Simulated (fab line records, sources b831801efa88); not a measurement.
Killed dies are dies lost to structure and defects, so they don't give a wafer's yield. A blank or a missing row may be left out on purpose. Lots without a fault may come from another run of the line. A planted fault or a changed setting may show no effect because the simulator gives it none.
Problem report in the 8D (eight disciplines) form, filled by code | flow gf180mcu | the parts of the form that need people (team, actions taken, sign-off) are left out

1. THE PROBLEM
dose_ions_cm2 at GF_HV_LDD_IMPLANT_35 reads a mean of 7.9e+12 on 6 wafers of 2 lots; wafers without a fault read 7.5e+12 with a standard deviation of 7.6e+09. That is +48 standard deviations from the usual mean.
First seen on wafer L400.2, day 16 20:37, on implanter-04. The record holds 42 wafers of 14 lots with a number at this step. Rule for "out", or "out of limits": more than 4 standard deviations from the usual mean. The other wafers with a number count as sound.

2. WHAT IT IS AND WHAT IT IS NOT
question                    | is                     | is not
which readings at this step | dose_ions_cm2          | end_station_pressure_torr
which lots                  | L400, L402             | L384, L385, L389, L391, L392, L394, L395, L396, L397, L401, L406, L407
which wafers of those lots  | all that have a number | -
read on which tools         | implanter-04           | implanter-02, implanter-03
when                        | from day 16 20:37      | up to then (27 sound wafers); but 9 sound wafers of L401, L406, L407 came after

3. SUSPECTS, AND WHAT RULES EACH OUT
Counting: a tool at a process step up to the reading stays a suspect if it ran every lot that is out and no sound lot after the first of them.
- implanter-04 at GF_HV_LDD_IMPLANT_35: kept. It ran every lot that is out, first L400 (day 16 20:37), and no sound lot after that; its last sound lot up to then is L395 (day 15 05:02). Its own readings are out on those wafers: dose_ions_cm2.
Left after counting: implanter-04 at GF_HV_LDD_IMPLANT_35.

4. THE CAUSE (what the simulator had put in)
Process parameter drift: implanter-04, from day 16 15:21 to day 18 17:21, at GF_HV_LDD_IMPLANT_35. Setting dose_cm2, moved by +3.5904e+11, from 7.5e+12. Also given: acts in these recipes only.
Counting left only this tool.

5. THE CHAIN OF EFFECTS, in route order
Each row: a reading whose mean over the struck wafers that have a number lies more than 3 standard deviations from the usual. Only readings for which the record gives a usual standard deviation are gone through. hours: the time from each lot's start at the first step in this table that gives one to its start at this step, as a median over the lots. sigmas: the change in usual standard deviations.
hours | step                 | reading       | usual   | on struck wafers | change   | sigmas
0     | GF_HV_LDD_IMPLANT_35 | dose_ions_cm2 | 7.5e+12 | 7.9e+12          | +3.6e+11 | +48
The process steps in it:
- GF_HV_LDD_IMPLANT_35
Later measuring or inspecting steps at which every struck wafer that the step has a row for has a number for every such reading, and none has moved that far: GF_V1_CD_MEAS_14, GF_V1_OVL_MEAS_15.

6. WHAT WOULD HAVE CAUGHT IT SOONER
In this record the first reading out of limits was taken at day 16 20:37, 5 hours after the fault began at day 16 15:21.
